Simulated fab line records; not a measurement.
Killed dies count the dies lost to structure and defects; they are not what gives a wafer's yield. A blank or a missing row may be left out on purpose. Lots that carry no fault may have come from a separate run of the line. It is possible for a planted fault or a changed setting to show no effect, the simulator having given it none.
Matching of chambers / flow gf180mcu / GF_V2_CMP_26 on cmp-02: 4 sister chambers
The step polishes, stops on SiO2, t overpolish 15 s, target thk 0 nm. 8 wafers are shown with their chamber, then 12 later ones without.

== WAFERS, EACH WITH ITS CHAMBER ==
wafer=L075.6; chamber=2; motorCurrentA (A)=12.0; timeToEndpointS (s)=81.8
wafer=L080.4; chamber=2; motorCurrentA (A)=12.2; timeToEndpointS (s)=87.9
wafer=L091.1; chamber=3; motorCurrentA (A)=11.3; timeToEndpointS (s)=86.0
wafer=L091.3; chamber=0; motorCurrentA (A)=10.1; timeToEndpointS (s)=87.3
wafer=L091.4; chamber=1; motorCurrentA (A)=12.9; timeToEndpointS (s)=82.5
wafer=L093.2; chamber=3; motorCurrentA (A)=11.7; timeToEndpointS (s)=87.6
wafer=L093.3; chamber=1; motorCurrentA (A)=11.8; timeToEndpointS (s)=83.0
wafer=L093.6; chamber=0; motorCurrentA (A)=9.6; timeToEndpointS (s)=93.1

== WAFERS MISSING THEIR CHAMBER ==
wafer=L094.4; motorCurrentA (A)=10.8; timeToEndpointS (s)=84.5
wafer=L094.5; motorCurrentA (A)=10.9; timeToEndpointS (s)=83.1
wafer=L094.6; motorCurrentA (A)=10.2; timeToEndpointS (s)=87.4
wafer=L095.2; motorCurrentA (A)=11.0; timeToEndpointS (s)=85.3
wafer=L095.4; motorCurrentA (A)=12.2; timeToEndpointS (s)=87.2
wafer=L095.6; motorCurrentA (A)=12.9; timeToEndpointS (s)=81.5
wafer=L096.4; motorCurrentA (A)=11.3; timeToEndpointS (s)=84.9
wafer=L096.5; motorCurrentA (A)=12.1; timeToEndpointS (s)=80.6
wafer=L096.6; motorCurrentA (A)=10.4; timeToEndpointS (s)=85.9
wafer=L097.1; motorCurrentA (A)=11.6; timeToEndpointS (s)=89.2
wafer=L097.3; motorCurrentA (A)=11.4; timeToEndpointS (s)=87.7
wafer=L097.5; motorCurrentA (A)=12.3; timeToEndpointS (s)=84.5

== THE CHAMBER EACH PASSED THROUGH ==
wafer=L094.4; from the rows above=can't be placed: 3 or 0 or 2 or 1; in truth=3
wafer=L094.5; from the rows above=can't be placed: 3 or 2 or 1 or 0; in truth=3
wafer=L094.6; from the rows above=can't be placed: 0 or 3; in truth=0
wafer=L095.2; from the rows above=can't be placed: 3 or 2 or 0 or 1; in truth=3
wafer=L095.4; from the rows above=can't be placed: 2 or 1 or 3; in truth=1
wafer=L095.6; from the rows above=can't be placed: 1 or 2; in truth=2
wafer=L096.4; from the rows above=can't be placed: 3 or 2 or 1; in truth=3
wafer=L096.5; from the rows above=can't be placed: 1 or 2 or 3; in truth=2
wafer=L096.6; from the rows above=can't be placed: 0 or 3 or 2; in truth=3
wafer=L097.1; from the rows above=can't be placed: 3 or 2 or 1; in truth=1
wafer=L097.3; from the rows above=can't be placed: 3 or 2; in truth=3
wafer=L097.5; from the rows above=can't be placed: 2 or 1 or 3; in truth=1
Correct placement for 0 of the 12. From these rows, 12 cannot be placed; in 12 the true chamber is one of the candidates. Number placed wrongly: 0.
How it was worked out, from the rows above alone: a wafer's distance from a chamber is the root of the sum, over the readings, of the square of ((its reading less the chamber's mean) divided by the reading's scatter). The wafer belongs to the nearest chamber; if the next one is less than 2 further off, it can't be placed. Each chamber's mean is taken over the wafers shown for it. How the scatter is found: for the shown wafers, subtract from each reading the mean of its chamber, square and add these, divide the total by (wafers less chambers), then take the root.
